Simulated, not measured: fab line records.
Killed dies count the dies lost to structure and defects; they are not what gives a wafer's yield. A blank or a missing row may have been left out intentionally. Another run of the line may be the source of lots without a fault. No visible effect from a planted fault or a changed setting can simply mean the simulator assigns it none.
Chamber matching -- flow sfq line -- cmp-02 running SFQ_TRILAYER_I4_CMP_CMP_100: 4 sister chambers
The step polishes SiO2. 18 wafers are shown with their chamber, then 9 later ones without.

== WAFERS PAIRED WITH THEIR CHAMBERS ==
wafer,chamber,motor current A (A),slurry filter dp kPa (kPa),time to endpoint s (s)
L561.3,3,10.7,13.41,228
L561.5,0,11.2,13.54,225
L561.6,1,10.2,13.44,221
L565.3,0,11.4,13.36,217
L565.4,1,10.1,13.65,224
L565.6,0,11.1,13.39,227
L571.2,0,11.2,13.50,227
L571.4,1,10.0,13.53,229
L571.6,2,10.8,13.24,242
L574.1,0,10.9,13.49,225
L574.2,2,10.5,13.34,214
L574.5,0,11.2,13.39,223
L575.2,2,10.5,13.44,211
L575.3,1,9.9,13.58,211
L575.5,0,11.0,13.46,214
L576.4,2,11.0,13.36,250
L576.3,0,11.1,13.53,237
L576.6,3,10.7,13.40,254

SIGNATURES, as means of the wafers listed above
reading,chamber 0,chamber 1,chamber 2,chamber 3,scatter within a chamber
motor current A,11.137,10.050,10.700,10.700,0.167
slurry filter dp kPa,13.4575,13.5500,13.3450,13.4050,0.0743
time to endpoint s,224.38,221.25,229.25,241.00,12
Rule: a wafer lies at a distance from a chamber equal to the root of the sum of squares, over the readings, of (its reading less the chamber's mean, divided by the reading's scatter). The wafer belongs to the nearest chamber; if the next one is less than 2 further off, it can't be placed. The scatter: take each reading less its chamber's mean, square it, sum over the shown wafers, divide by the number of wafers less the number of chambers, and take the root.

== WAFERS MISSING THEIR CHAMBER ==
wafer,motor current A (A),slurry filter dp kPa (kPa),time to endpoint s (s)
L579.3,9.7,13.74,246
L579.4,11.3,13.60,254
L579.2,11.1,13.27,255
L580.2,11.1,13.43,220
L580.4,9.8,13.65,223
L580.6,10.4,13.35,230
L583.2,11.5,13.55,214
L583.3,10.5,13.42,222
L583.5,10.8,13.37,219

== WHICH CHAMBER EACH ONE RAN IN ==
wafer,from the rows above,in truth
L579.3,1,1
L579.4,can't be placed: 0 or 3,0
L579.2,can't be placed: 3 or 2 or 0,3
L580.2,0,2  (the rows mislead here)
L580.4,1,1
L580.6,can't be placed: 2 or 3 or 1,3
L583.2,0,0
L583.3,can't be placed: 2 or 3 or 1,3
L583.5,can't be placed: 2 or 3 or 0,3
3 of 9 placed correctly. From these rows, 5 cannot be placed; in 5 the true chamber is one of the candidates. Wrongly placed: 1.
